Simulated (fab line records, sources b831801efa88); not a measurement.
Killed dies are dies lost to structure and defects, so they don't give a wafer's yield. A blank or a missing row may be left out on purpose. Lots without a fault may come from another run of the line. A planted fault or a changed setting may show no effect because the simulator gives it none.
Which tool did it? | flow gf180mcu | 12 lots, 36 wafers sampled, at 1 step of a route of 602

WHAT THE GAUGES READ, wafer by wafer
GF_VT_IMPLANT_OVL_MEAS_40.
lot  | measured     | on         | VT_IMPLANT_03_OVL (nm)
L075 | day 7 23:53  | overlay-01 | -1.3 -0.8 -2.1
L078 | day 8 14:50  | overlay-01 | 2.4 1.1 1.4
L079 | day 9 05:23  | overlay-01 | -1.1 -1.6 0.0
L081 | day 9 20:43  | overlay-01 | 0.0 -1.0 0.2
L084 | day 10 09:16 | overlay-01 | -0.4 -0.1 -1.7
L085 | day 11 00:49 | overlay-01 | 0.4 0.6 -0.4
L088 | day 12 01:40 | overlay-01 | -2.0 -1.6 -1.7
L089 | day 12 03:16 | overlay-01 | -0.3 -1.5 0.0
L092 | day 12 16:37 | overlay-02 | 0.3 0.6 0.1
L093 | day 12 21:16 | overlay-02 | -0.2 1.1 0.3
L095 | day 13 13:04 | overlay-01 | -2.5 -1.5 -0.7
L097 | day 13 18:56 | overlay-02 | 1.1 -1.2 1.9

WHICH TOOL RAN EACH LOT (tool, then ch and the chambers of the sampled wafers, then the start)
The record holds no process step before these readings.

THE ANSWER, worked out from the rows above alone
Rule: what is usual is taken from the lots themselves. Put in order of their means at a reading, lots are off if they are a third of the lots or fewer, leave a main group of 4 or more, and stand apart from it by a gap of 3 or more times the standard deviation of the main group's means; of several such gaps the widest counts. A main group whose means are all the same, to the digits that the tables above print for the reading, isn't used. A lot without any number at a reading at which 4 lots or more have one is off too. The other lots that the step has rows for count as sound.
No lot is off at any reading shown: from this, nothing can be told.

WHAT THE SIMULATOR HAD PUT IN
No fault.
